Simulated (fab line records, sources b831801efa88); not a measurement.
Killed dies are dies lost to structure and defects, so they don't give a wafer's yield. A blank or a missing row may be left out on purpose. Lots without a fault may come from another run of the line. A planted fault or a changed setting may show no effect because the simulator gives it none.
Which tool did it? | flow gf180mcu | 11 lots, 33 wafers sampled, at 6 steps of a route of 602

WHAT THE GAUGES READ, wafer by wafer
GF_SAB_THK_MEAS_01. Usual: SAB_CVD_00_THK 50.1 nm, standard deviation 0.61.
lot  | measured     | on            | SAB_CVD_00_THK (nm) | flag
L947 | day 14 07:47 | film_metro-04 | 49.6 50.5 50.7      |
L948 | day 15 03:52 | film_metro-02 | 49.6 49.2 50.0      |
L952 | day 16 00:14 | film_metro-02 | 50.3 51.3 50.8      |
L955 | day 17 06:41 | film_metro-01 | 49.0 51.0 50.3      |
L956 | day 17 10:47 | film_metro-02 | 49.9 51.2 50.2      |
L958 | day 18 13:19 | film_metro-04 | 50.0 50.6 50.6      |
L960 | day 18 23:56 | film_metro-02 | 50.4 50.2 50.7      |
L961 | day 19 10:12 | film_metro-01 | 49.1 50.1 50.7      |
L962 | day 19 20:01 | film_metro-02 | 49.2 49.4 49.7      |
L964 | day 20 06:55 | film_metro-01 | 49.4 50.8 50.9      |
L965 | day 20 15:56 | film_metro-02 | 49.9 49.0 49.4      |

GF_V2_RS_MEAS_24: measures by four-point-probe. Usual: V2_W_RS 0.320 ohm/sq, standard deviation 0.0089.
lot  | measured     | on            | V2_W_RS (ohm/sq)  | flag
L947 | day 20 07:37 | film_metro-02 | 0.320 0.305 0.307 |
L948 | day 21 08:23 | film_metro-04 | 0.333 0.336 0.331 |
L952 | day 22 07:42 | film_metro-03 | 0.305 0.312 0.304 |
L955 | day 23 13:40 | film_metro-04 | 0.321 0.310 0.319 |
L956 | day 23 17:16 | film_metro-02 | 0.309 0.310 0.322 |
L958 | day 24 18:46 | film_metro-04 | 0.309 0.313 0.311 |
L960 | day 25 04:56 | film_metro-04 | 0.302 0.289 0.307 |
L961 | day 25 12:22 | film_metro-02 | 0.332 0.328 0.330 |
L962 | day 25 23:09 | film_metro-04 | 0.331 0.329 0.326 |
L964 | day 26 08:24 | film_metro-02 | 0.329 0.331 0.330 |
L965 | day 26 15:44 | film_metro-02 | 0.290 0.303 0.289 |

GF_V2_THK_MEAS_25: measures by xrf. Usual: V2_W_THK 356 nm, standard deviation 11.
lot  | measured     | on            | V2_W_THK (nm) | flag
L947 | day 20 07:44 | film_metro-02 | 355 373 371   |
L948 | day 21 08:30 | film_metro-04 | 338 338 340   |
L952 | day 22 07:49 | film_metro-03 | 379 367 378   |
L955 | day 23 13:46 | film_metro-04 | 354 362 354   |
L956 | day 23 17:22 | film_metro-02 | 370 367 355   |
L958 | day 24 18:53 | film_metro-04 | 366 363 366   |
L960 | day 25 05:04 | film_metro-04 | 377 394 373   |
L961 | day 25 12:28 | film_metro-02 | 344 349 344   |
L962 | day 25 23:16 | film_metro-04 | 347 347 347   |
L964 | day 26 08:31 | film_metro-02 | 347 345 344   |
L965 | day 26 15:51 | film_metro-02 | 390 376 396   |

WHICH TOOL RAN EACH LOT (tool, then ch and the chambers of the sampled wafers, then the start)
lot  | GF_HV_LDD_STRIP_10                   | GF_SAB_STRIP_13                      | GF_V2_CVD_23
L947 | plasma_asher-04 ch 0,1, day 10 02:23 | plasma_asher-01 ch 0,1, day 15 04:43 | cvd_w-02 ch 0,1, day 20 07:30
L948 | plasma_asher-04 ch 0,1, day 10 19:11 | plasma_asher-01 ch 0, day 16 01:23   | cvd_w-01 ch 0,1, day 21 08:16
L952 | plasma_asher-03 ch 0,1, day 11 14:27 | plasma_asher-04 ch 0,1, day 16 22:56 | cvd_w-02 ch 0, day 22 07:34
L955 | plasma_asher-03 ch 0,1, day 12 14:25 | plasma_asher-02 ch 0,1, day 18 06:39 | cvd_w-02 ch 0,1, day 23 13:33
L956 | plasma_asher-03 ch 0,1, day 12 18:59 | plasma_asher-04 ch 0,1, day 18 09:56 | cvd_w-02 ch 0,1, day 23 17:06
L958 | plasma_asher-03 ch 0,1, day 13 17:34 | plasma_asher-04 ch 0,1, day 19 13:10 | cvd_w-02 ch 0, day 24 18:40
L960 | plasma_asher-04 ch 0,1, day 14 04:49 | plasma_asher-01 ch 0,1, day 20 00:10 | cvd_w-02 ch 0,1, day 25 04:50
L961 | plasma_asher-04 ch 0,1, day 14 12:08 | plasma_asher-04 ch 0,1, day 20 10:22 | cvd_w-01 ch 0,1, day 25 12:15
L962 | plasma_asher-04 ch 0,1, day 14 20:55 | plasma_asher-02 ch 1, day 20 20:13   | cvd_w-01 ch 0,1, day 25 23:02
L964 | plasma_asher-04 ch 0,1, day 15 07:09 | plasma_asher-04 ch 0,1, day 21 06:37 | cvd_w-01 ch 0,1, day 26 08:17
L965 | plasma_asher-03 ch 0,1, day 15 15:25 | plasma_asher-04 ch 1, day 21 15:56   | cvd_w-02 ch 0,1, day 26 15:33
- GF_HV_LDD_STRIP_10: strips in O2/N2.
- GF_SAB_STRIP_13: strips in O2/N2.
- GF_V2_CVD_23: deposits W, target thk 350 nm, time 104.94 s.

WHAT THE TOOLS THEMSELVES READ (means of the sampled wafers that have a number; where no wafer has one, the mark that the record gives instead)
GF_HV_LDD_STRIP_10. Usual: drypump_motor_current_A 5.62 A, standard deviation 0.15; heater_power_w 349 W, standard deviation 34; oes_product_au 0.717 a.u., standard deviation 0.0043; platen_temp_c 250.03 C, standard deviation 0.18; strip_time_to_endpoint_s 12.63 s, standard deviation 0.033.
lot  | tool            | drypump_motor_current_A (A) | heater_power_w (W) | oes_product_au (a.u.) | platen_temp_c (C) | strip_time_to_endpoint_s (s) | flag
L947 | plasma_asher-04 | 5.58                        | 322                | 0.720                 | 250.19            | 12.66                        |
L948 | plasma_asher-04 | 5.57                        | 322                | 0.714                 | 249.91            | 12.69                        |
L952 | plasma_asher-03 | 5.58                        | 378                | 0.713                 | 250.04            | 12.63                        |
L955 | plasma_asher-03 | 5.60                        | 382                | 0.716                 | 250.01            | 12.60                        |
L956 | plasma_asher-03 | 5.72                        | 375                | 0.716                 | 250.09            | 12.61                        |
L958 | plasma_asher-03 | 5.72                        | 380                | 0.715                 | 249.98            | 12.62                        |
L960 | plasma_asher-04 | 5.67                        | 339                | 0.711                 | 249.88            | 12.59                        |
L961 | plasma_asher-04 | 5.67                        | 331                | 0.716                 | 250.25            | 12.66                        |
L962 | plasma_asher-04 | 5.67                        | 337                | 0.720                 | 249.99            | 12.63                        |
L964 | plasma_asher-04 | 5.58                        | 322                | 0.712                 | 250.17            | 12.64                        |
L965 | plasma_asher-03 | 5.58                        | 387                | 0.716                 | 249.94            | 12.68                        |

GF_SAB_STRIP_13. Usual: drypump_motor_current_A 5.8 A, standard deviation 0.31; heater_power_w 346 W, standard deviation 43; oes_product_au 0.710 a.u., standard deviation 0.005; platen_temp_c 250.04 C, standard deviation 0.19; strip_time_to_endpoint_s 12.63 s, standard deviation 0.031.
lot  | tool            | drypump_motor_current_A (A) | heater_power_w (W) | oes_product_au (a.u.) | platen_temp_c (C) | strip_time_to_endpoint_s (s) | flag
L947 | plasma_asher-01 | 6.2                         | 401                | 0.714                 | 250.02            | 12.65                        |
L948 | plasma_asher-01 | 6.3                         | 418                | 0.701                 | 250.17            | 12.59                        |
L952 | plasma_asher-04 | 5.7                         | 334                | 0.711                 | 249.98            | 12.59                        |
L955 | plasma_asher-02 | 5.5                         | 311                | 0.708                 | 249.96            | 12.65                        |
L956 | plasma_asher-04 | 5.7                         | 338                | 0.707                 | 250.33            | 12.61                        |
L958 | plasma_asher-04 | 5.6                         | 314                | 0.708                 | 250.24            | 12.65                        |
L960 | plasma_asher-01 | 6.1                         | 377                | 0.705                 | 249.90            | 12.65                        |
L961 | plasma_asher-04 | 5.6                         | 317                | 0.716                 | 250.12            | 12.67                        |
L962 | plasma_asher-02 | 5.6                         | 293                | 0.709                 | 250.19            | 12.64                        |
L964 | plasma_asher-04 | 5.6                         | 317                | 0.710                 | 250.10            | 12.61                        |
L965 | plasma_asher-04 | 5.5                         | 298                | 0.708                 | 250.08            | 12.62                        |

GF_V2_CVD_23. Usual: heater_power_w 877 W, standard deviation 37; susceptor_temp_C 400.01 C, standard deviation 0.22.
lot  | tool     | heater_power_w (W) | susceptor_temp_C (C) | flag
L947 | cvd_w-02 | 880                | 400.18               |
L948 | cvd_w-01 | 891                | 399.89               |
L952 | cvd_w-02 | 880                | 400.21               |
L955 | cvd_w-02 | 885                | 399.94               |
L956 | cvd_w-02 | 880                | 400.27               |
L958 | cvd_w-02 | 893                | 399.96               |
L960 | cvd_w-02 | 899                | 403.29               | OFF
L961 | cvd_w-01 | 891                | 400.05               |
L962 | cvd_w-01 | 845                | 399.78               |
L964 | cvd_w-01 | 899                | 399.75               |
L965 | cvd_w-02 | 911                | 403.51               | OFF

THE ANSWER, worked out from the rows above alone
Rule: a lot is off if the mean of its wafers that have a number lies more than 3 standard deviations from the usual mean. A lot without any number at a reading at which 4 lots or more have one is off too. The other lots that the step has rows for count as sound. The gauges are gone through in route order, then the tools' own readings, and for those a lot's mean is taken as printed above. The first step at which some lot is off is used, and at that step the reading that is off furthest; a lot without a number counts as furthest.
Off: L960, L965, at GF_V2_CVD_23 (susceptor_temp_C).
A tool fits if, at that step or a process step before it, it ran every lot that is off, and no sound lot after the first of them. One fits: cvd_w-02 at GF_V2_CVD_23. Its last sound lot is L958 (day 24 18:40), its first lot that is off L960 (day 25 04:50): a fault that began between those two fits.
The tool's own readings at GF_V2_CVD_23 bear it out: on the lots that are off they differ by more than 5 times the standard deviation of the sound lots' means. susceptor_temp_C reads 403.40 C there against 400.00 C on the sound lots.

WHAT THE SIMULATOR HAD PUT IN
Process parameter drift: cvd_w-02, from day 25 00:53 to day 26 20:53, at GF_V2_CVD_23. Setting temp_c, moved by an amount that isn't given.
Lots struck among those shown: L960, L965. The rule above found the same.
